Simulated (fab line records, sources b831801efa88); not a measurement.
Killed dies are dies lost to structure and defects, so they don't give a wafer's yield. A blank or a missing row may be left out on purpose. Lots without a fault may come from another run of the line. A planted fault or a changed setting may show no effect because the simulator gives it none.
Which tool did it? | flow gf180mcu | 6 lots, 18 wafers sampled, at 2 steps of a route of 602

WHAT THE GAUGES READ, wafer by wafer
GF_V1_BOW_MEAS_05.
lot  | measured     | on            | V1_BOW (um)
L309 | day 18 10:10 | film_metro-03 | 78 83 89
L312 | day 19 21:13 | film_metro-02 | 80 85 89
L314 | day 20 12:38 | film_metro-04 | 73 81 72
L317 | day 21 12:25 | film_metro-04 | 72 75 81
L324 | day 24 10:14 | film_metro-03 | 84 84 102
L326 | day 24 18:31 | film_metro-04 | 73 71 86

WHICH TOOL RAN EACH LOT (tool, then ch and the chambers of the sampled wafers, then the start)
lot  | GF_STI_WET_ETCH_17
L309 | wet_bench-02 ch 3, day 3 01:41
L312 | wet_bench-02 ch 3, day 3 13:34
L314 | wet_bench-01 ch 1, day 3 23:34
L317 | wet_bench-04 ch 0, day 4 15:53
L324 | wet_bench-01 ch 3, day 6 02:31
L326 | wet_bench-01 ch 1, day 6 15:20
- GF_STI_WET_ETCH_17: etches Si3N4 in H3PO4, target depth 45 nm, time 514 s.

THE ANSWER, worked out from the rows above alone
Rule: what is usual is taken from the lots themselves. Put in order of their means at a reading, lots are off if they are a third of the lots or fewer, leave a main group of 4 or more, and stand apart from it by a gap of 3 or more times the standard deviation of the main group's means; of several such gaps the widest counts. A main group whose means are all the same, to the digits that the tables above print for the reading, isn't used. A lot without any number at a reading at which 4 lots or more have one is off too. The other lots that the step has rows for count as sound.
No lot is off at any reading shown: from this, nothing can be told.

WHAT THE SIMULATOR HAD PUT IN
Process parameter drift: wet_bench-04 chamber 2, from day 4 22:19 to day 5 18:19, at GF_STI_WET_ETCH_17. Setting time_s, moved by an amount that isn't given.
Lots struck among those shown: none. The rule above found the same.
